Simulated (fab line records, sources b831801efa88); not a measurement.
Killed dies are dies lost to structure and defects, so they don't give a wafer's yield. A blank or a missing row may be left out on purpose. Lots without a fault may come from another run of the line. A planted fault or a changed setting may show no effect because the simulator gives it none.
fab line records | flow sky130
record lots=12 wafers=36 last_day=50
route steps=708 shown PWDE@52 SONOS_TUNNEL@161 SONOS_ONO@183
lots that met no fault: from a run of the same line without faults
start_h: hours from the record's first day to the start of the lot's first wafer shown | wait_h: hours since the lot's step before | " the same as in the row above | L1.1+2: a row that stands for several wafers | - no value, or no start given | * or withheld: withheld | < > ~ a bound
route shown NAME@n: a module of which the file shows steps, and the number in the route of the first | usual: mean/standard deviation of fault-free wafers | same: alike in all rows | chamber/n: place in a boat | sites: the reading at each site | _std_site: their standard deviation | _edge_site: outer sites' mean less inner sites' | radius_mm: how far each site lies from the wafer's centre | mask NAME#n: copy n | behind: the tool/chamber that last shaped the wafer | hold: why the lot was held/for how many hours/how that ended | device: the transistor (n, p or np) that didn't switch | end of line: the same wafers' tests at the end of the route | a step without rows: its recipe alone | killed: dies lost to structure and defects at the first sort, not the wafer's yield | map: a wafer's dies, x killed, . not, _ none there
set.NAME: the setting as run; set.NAME@STEP: as run at that earlier step | model.NAME: the simulator's own value behind a step, which no gauge read
steps of the route over a sample of lots; a table a step, a row a wafer
services: from which hour (start_h, from the record's first day; less than 0 if before it) a tool's chamber was out of use, for how many hours, and why
## steps
# step SKY_PWDE_OVL_MEAS_07
# usual PWDE_OVL=-0.4/1.5
# columns lot.wafer tool chamber start_h wait_h PWDE_OVL[nm]
L889.3 overlay-01 - 70.02 - -1.6
L889.4 " - " " -1.3
L889.6 " - " " -0.6
L890.2 overlay-02 - 72.33 - 1.4
L890.4 " - " " 2.0
L890.6 " - " " 1.1
L891.1 overlay-02 - 80.65 - -2.1
L891.2 " - " " -0.4
L891.6 " - " " -1.9
L892.1 overlay-01 - 83.85 - -1.2
L892.2 " - " " 0.9
L892.4 " - " " 2.0
L893.2 overlay-02 - 89.23 - -1.7
L893.4 " - " " -1.0
L893.5 " - " " -1.1
L895.2 overlay-02 - 102.51 - -2.3
L895.3 " - " " -1.9
L895.4 " - " " -1.0
L896.1 overlay-01 - 107.27 - 2.0
L896.3 " - " " 1.4
L896.6 " - " " 2.6
L897.1 overlay-02 - 114.40 - -2.0
L897.4 " - " " -1.9
L897.5 " - " " -1.3
L904.2 overlay-01 - 150.68 - -0.7
L904.3 " - " " -0.2
L904.6 " - " " -2.0
L905.2 overlay-02 - 158.38 - 0.5
L905.3 " - " " 0.5
L905.5 " - " " -0.9
L911.3 overlay-01 - 197.77 - -0.4
L911.5 " - " " 1.4
L911.6 " - " " 1.7
L912.2 overlay-01 - 198.71 - -1.0
L912.4 " - " " 0.8
L912.6 " - " " 0.9
# step SKY_PWDE_IMPLANT_08
# recipe species=B energy_kev=150 dose_cm2=3.6e+12 tilt_deg=withheld
# usual dose_ions_cm2=3.6e+12/4.5e+09 faraday_current_uA=20.3/0.41
# columns lot.wafer tool chamber start_h wait_h dose_ions_cm2 faraday_current_uA
L889.3 implanter-02 0 70.09 0.1 3.597e+12 20.6
L889.4 " 0 " " 3.598e+12 21.0
L889.6 " 0 " " 3.6e+12 21.0
L890.2 implanter-03 0 72.38 0.0 3.601e+12 20.2
L890.4 " 0 " " 3.614e+12 20.1
L890.6 " 0 " " 3.603e+12 19.5
L891.1 implanter-01 0 80.69 0.0 3.593e+12 19.9
L891.2 " 0 " " 3.597e+12 20.5
L891.6 " 0 " " 3.6e+12 19.9
L892.1 implanter-02 0 83.88 0.0 3.602e+12 19.8
L892.2 " 0 " " 3.609e+12 20.2
L892.4 " 0 " " 3.598e+12 20.2
L893.2 implanter-03 0 89.28 0.0 3.597e+12 20.1
L893.4 " 0 " " 3.593e+12 20.7
L893.5 " 0 " " 3.604e+12 20.3
L895.2 implanter-03 0 102.57 0.0 3.601e+12 20.9
L895.3 " 0 " " 3.601e+12 19.4
L895.4 " 0 " " 3.602e+12 20.0
L896.1 implanter-02 0 107.31 0.0 3.596e+12 20.0
L896.3 " 0 " " 3.591e+12 20.9
L896.6 " 0 " " 3.598e+12 20.7
L897.1 implanter-02 0 114.43 0.0 3.601e+12 20.2
L897.4 " 0 " " 3.604e+12 19.8
L897.5 " 0 " " 3.602e+12 20.2
L904.2 implanter-03 0 150.73 0.0 5.894e+12 34.1
L904.3 " 0 " " 5.899e+12 33.6
L904.6 " 0 " " 5.899e+12 32.6
L905.2 implanter-03 0 158.43 0.0 5.9e+12 32.7
L905.3 " 0 " " 5.896e+12 34.8
L905.5 " 0 " " 5.9e+12 32.7
L911.3 implanter-01 0 197.84 0.1 3.593e+12 20.6
L911.5 " 0 " " 3.6e+12 20.0
L911.6 " 0 " " 3.601e+12 19.7
L912.2 implanter-02 0 198.76 0.0 3.6e+12 20.6
L912.4 " 0 " " 3.596e+12 20.1
L912.6 " 0 " " 3.601e+12 20.4
# step SKY_PWDE_TW_MEAS_10
# usual PWDE_TW=375/3.5
# columns lot.wafer tool chamber start_h wait_h hold PWDE_TW
L889.3 film_metro-04 - 70.31 0.1 - 375
L889.4 " - " " - 375
L889.6 " - " " - 376
L890.2 film_metro-02 - 72.62 0.1 - 374
L890.4 " - " " - 373
L890.6 " - " " - 372
L891.1 film_metro-04 - 80.94 0.1 - 376
L891.2 " - " " - 374
L891.6 " - " " - 377
L892.1 film_metro-04 - 84.13 0.1 - 375
L892.2 " - " " - 376
L892.4 " - " " - 374
L893.2 film_metro-04 - 89.52 0.1 - 374
L893.4 " - " " - 374
L893.5 " - " " - 375
L895.2 film_metro-02 - 102.81 0.1 - 372
L895.3 " - " " - 374
L895.4 " - " " - 372
L896.1 film_metro-04 - 107.56 0.1 - 374
L896.3 " - " " - 373
L896.6 " - " " - 377
L897.1 film_metro-04 - 114.68 0.1 - 375
L897.4 " - " " - 376
L897.5 " - " " - 375
L904.2 film_metro-02 - 151.00 0.1 await_dispo/0.2h/release 435
L904.3 " - " " await_dispo/0.2h/release 433
L904.6 " - " " await_dispo/0.2h/release 433
L904.2 film_metro-02 - 151.22 0.2 - 434
L904.3 " - " " - 436
L904.6 " - " " - 435
L905.2 film_metro-04 - 158.67 0.1 await_dispo/0.2h/release 441
L905.3 " - " " await_dispo/0.2h/release 441
L905.5 " - " " await_dispo/0.2h/release 440
L905.2 film_metro-04 - 158.89 0.2 - 439
L905.3 " - " " - 442
L905.5 " - " " - 440
L911.3 film_metro-04 - 198.06 0.1 - 381
L911.5 " - " " - 378
L911.6 " - " " - 379
L912.2 film_metro-02 - 199.00 0.1 - 374
L912.4 " - " " - 375
L912.6 " - " " - 374
# step SKY_NWELL_RS_MEAS_31
# recipe thk_meas_gauge=four-point-probe
# usual PWDE_RS=5270/18
# columns lot.wafer tool chamber start_h wait_h hold PWDE_RS[ohm/sq]
L889.3 film_metro-02 - 106.35 0.1 - 5264
L889.4 " - " " - 5259
L889.6 " - " " - 5253
L890.2 film_metro-02 - 107.71 0.1 - 5260
L890.4 " - " " - 5280
L890.6 " - " " - 5259
L891.1 film_metro-04 - 116.08 0.1 - 5281
L891.2 " - " " - 5286
L891.6 " - " " - 5305
L892.1 film_metro-03 - 120.83 0.1 - 5290
L892.2 " - " " - 5268
L892.4 " - " " - 5288
L893.2 film_metro-02 - 126.25 0.1 - 5277
L893.4 " - " " - 5293
L893.5 " - " " - 5296
L895.2 film_metro-03 - 140.79 0.1 - 5277
L895.3 " - " " - 5273
L895.4 " - " " - 5267
L896.1 film_metro-03 - 146.88 0.1 - 5277
L896.3 " - " " - 5264
L896.6 " - " " - 5278
L897.1 film_metro-03 - 152.52 0.1 - 5257
L897.4 " - " " - 5269
L897.5 " - " " - 5259
L904.2 film_metro-04 - 192.46 0.1 await_dispo/0.2h/release 3613
L904.3 " - " " await_dispo/0.2h/release 3617
L904.6 " - " " await_dispo/0.2h/release 3620
L904.2 film_metro-04 - 192.75 0.3 - 3615
L904.3 " - " " - 3611
L904.6 " - " " - 3626
L905.2 film_metro-04 - 201.81 0.1 await_dispo/0.2h/release 3612
L905.3 " - " " await_dispo/0.2h/release 3604
L905.5 " - " " await_dispo/0.2h/release 3611
L905.2 film_metro-04 - 202.18 0.3 - 3611
L905.3 " - " " - 3614
L905.5 " - " " - 3610
L911.3 film_metro-04 - 244.82 0.1 - 5273
L911.5 " - " " - 5278
L911.6 " - " " - 5284
L912.2 film_metro-02 - 245.06 0.1 - 5294
L912.4 " - " " - 5306
L912.6 " - " " - 5289
# step SKY_SONOS_TUNNEL_CD_MEAS_07
# recipe target_cd_nm=410
# usual cd_nm=410.0/2.4
# columns lot.wafer tool chamber start_h wait_h cd_nm
L889.3 cd_sem-01 - 249.44 0.1 409.1
L889.4 " - " " 408.2
L889.6 " - " " 407.6
L890.2 cd_sem-02 - 253.66 0.1 410.9
L890.4 " - " " 409.7
L890.6 " - " " 409.2
L891.1 cd_sem-01 - 263.54 0.1 411.8
L891.2 " - " " 411.6
L891.6 " - " " 412.8
L892.1 cd_sem-01 - 270.12 0.1 407.3
L892.2 " - " " 407.5
L892.4 " - " " 405.6
L893.2 cd_sem-01 - 276.77 0.1 406.4
L893.4 " - " " 405.6
L893.5 " - " " 407.1
L895.2 cd_sem-02 - 293.41 0.1 411.3
L895.3 " - " " 408.9
L895.4 " - " " 410.8
L896.1 cd_sem-02 - 306.12 0.1 410.8
L896.3 " - " " 411.6
L896.6 " - " " 410.9
L897.1 cd_sem-02 - 313.41 0.1 413.1
L897.4 " - " " 407.8
L897.5 " - " " 411.4
L911.3 cd_sem-01 - 434.31 0.1 409.9
L911.5 " - " " 410.1
L911.6 " - " " 410.5
L912.2 cd_sem-01 - 436.51 0.1 410.6
L912.4 " - " " 411.3
L912.6 " - " " 408.4
# step SKY_SONOS_ONO_ETCH_15
# recipe target_depth_nm=19.52 chemistry=CHF3/O2 source_w=600 bias_w=200 pressure_mtorr=40 chf3_flow_sccm=50 O2_flow_sccm=5 time_s=7.8
# usual bias_w=200.0/0.58 drypump_motor_current_A=5.8/0.43 oes_product_au=0.997/0.0084 throttle_valve_pct=8.824/0.0087
# columns lot.wafer tool chamber start_h wait_h bias_w drypump_motor_current_A oes_product_au rf_hours_counter_h throttle_valve_pct
L889.3 rie_diel-01 1 278.16 0.0 200.9 5.6 0.989 38 8.817
L889.4 " 0 " " 199.6 5.9 1.004 41 8.812
L889.6 " 2 " " 200.4 5.5 1.005 - 8.825
L890.2 rie_diel-03 0 283.05 0.0 200.4 6.1 0.998 76 8.817
L890.4 " 2 " " 200.5 5.5 1.003 2 8.816
L890.6 " 2 " " 201.1 5.5 1.010 - 8.814
L891.1 rie_diel-01 0 294.23 0.0 199.7 5.9 0.992 42 8.813
L891.2 " 2 " " 200.6 5.6 0.999 5 8.811
L891.6 " 1 " " 198.7 5.5 0.991 - 8.827
L892.1 rie_diel-01 3 302.43 0.0 200.4 6.2 0.986 7 8.809
L892.2 " 2 " " 199.7 5.5 0.988 5 8.832
L892.4 " 1 " " 199.8 5.6 0.979 38 8.831
L893.2 rie_diel-01 1 308.88 0.0 200.1 5.6 0.979 38 8.814
L893.4 " 3 " " 200.9 6.2 0.991 7 8.838
L893.5 " 3 " " 201.0 6.2 1.001 - 8.822
L895.2 rie_diel-04 1 324.85 0.0 200.6 6.4 0.995 108 8.834
L895.3 " 3 " " 200.5 5.3 0.998 108 8.828
L895.4 " 0 " " 200.4 6.6 1.003 2 8.821
L896.1 rie_diel-04 1 340.28 0.0 200.8 6.4 0.994 109 8.826
L896.3 " 3 " " 200.3 5.3 1.002 109 8.827
L896.6 " 1 " " 200.7 6.4 0.991 - 8.821
L897.1 rie_diel-04 3 345.40 0.0 199.6 5.3 1.007 109 8.825
L897.4 " 3 " " 199.7 5.2 1.000 - 8.826
L897.5 " 1 " " 199.5 6.5 0.993 - 8.839
L911.3 rie_diel-04 2 472.08 0.0 200.8 5.4 0.992 7 8.823
L911.5 " 1 " " 200.1 6.4 1.003 - 8.824
L911.6 " 2 " " 200.2 5.4 0.998 - 8.822
L912.2 rie_diel-03 3 473.03 0.0 199.5 5.6 1.005 6 8.833
L912.4 " 1 " " 199.7 5.1 1.000 88 8.820
L912.6 " 2 " " 199.5 5.5 1.004 - 8.835
## services
# columns tool chamber start_h hours kind
implanter-02 - 46.30 10.2 repair
rie_diel-01 1 52.38 5.1 repair
rie_diel-01 1 101.59 7.9 repair
implanter-03 - 127.10 6.2 repair
rie_diel-04 2 139.85 9.7 repair
rie_diel-01 0 144.90 2.8 repair
implanter-02 - 177.51 2.5 repair
rie_diel-04 3 189.09 3.2 repair
rie_diel-04 - 201.00 2.8 pm
rie_diel-04 1 211.68 1.5 repair
implanter-03 - 232.98 2.4 repair
rie_diel-01 - 233.38 0.7 repair
rie_diel-01 - 261.45 0.4 repair
rie_diel-04 2 268.04 4.9 repair
implanter-02 - 289.32 6.4 repair
implanter-02 - 305.97 0.5 repair
rie_diel-04 1 308.72 9.2 repair
implanter-02 - 332.93 4.2 pm
implanter-02 - 380.19 0.7 repair
implanter-02 - 380.60 4.1 repair
implanter-02 - 390.34 3.7 pm
implanter-03 - 409.46 4.0 pm
implanter-02 - 468.57 0.7 repair
implanter-02 - 471.49 1.8 repair
## key
first_sign step=SKY_PWDE_IMPLANT_08 reading=dose_ions_cm2 direction=up sigmas=99+ usual=* struck=*
effect step=SKY_PWDE_IMPLANT_08 reading=faraday_current_uA direction=up sigmas=32 usual=20.3 struck=33.4
effect step=SKY_PWDE_TW_MEAS_10 reading=visit direction=added
effect step=SKY_PWDE_TW_MEAS_10 reading=PWDE_TW direction=up sigmas=18 usual=375 struck=437
effect step=SKY_NWELL_RS_MEAS_31 reading=PWDE_RS direction=down sigmas=93 usual=5270 struck=3613
met_at SKY_PWDE_IMPLANT_08
struck_lots L904,L905
scrapped_behind SKY_NWELL_RS_MEAS_31 L904.2,L904.3,L904.6,L905.2,L905.3,L905.5
not_acting_at SKY_PWDE_OVL_MEAS_07,SKY_SONOS_TUNNEL_CD_MEAS_07,SKY_SONOS_ONO_ETCH_15
onset_between 102.57 150.73
fault kind=process_parameter_drift tool=implanter-03 chamber=- onset_h=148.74 steps=SKY_PWDE_IMPLANT_08 channel=dose_cm2 offset=* shape=step end_h=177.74 acts_in=* stated=*
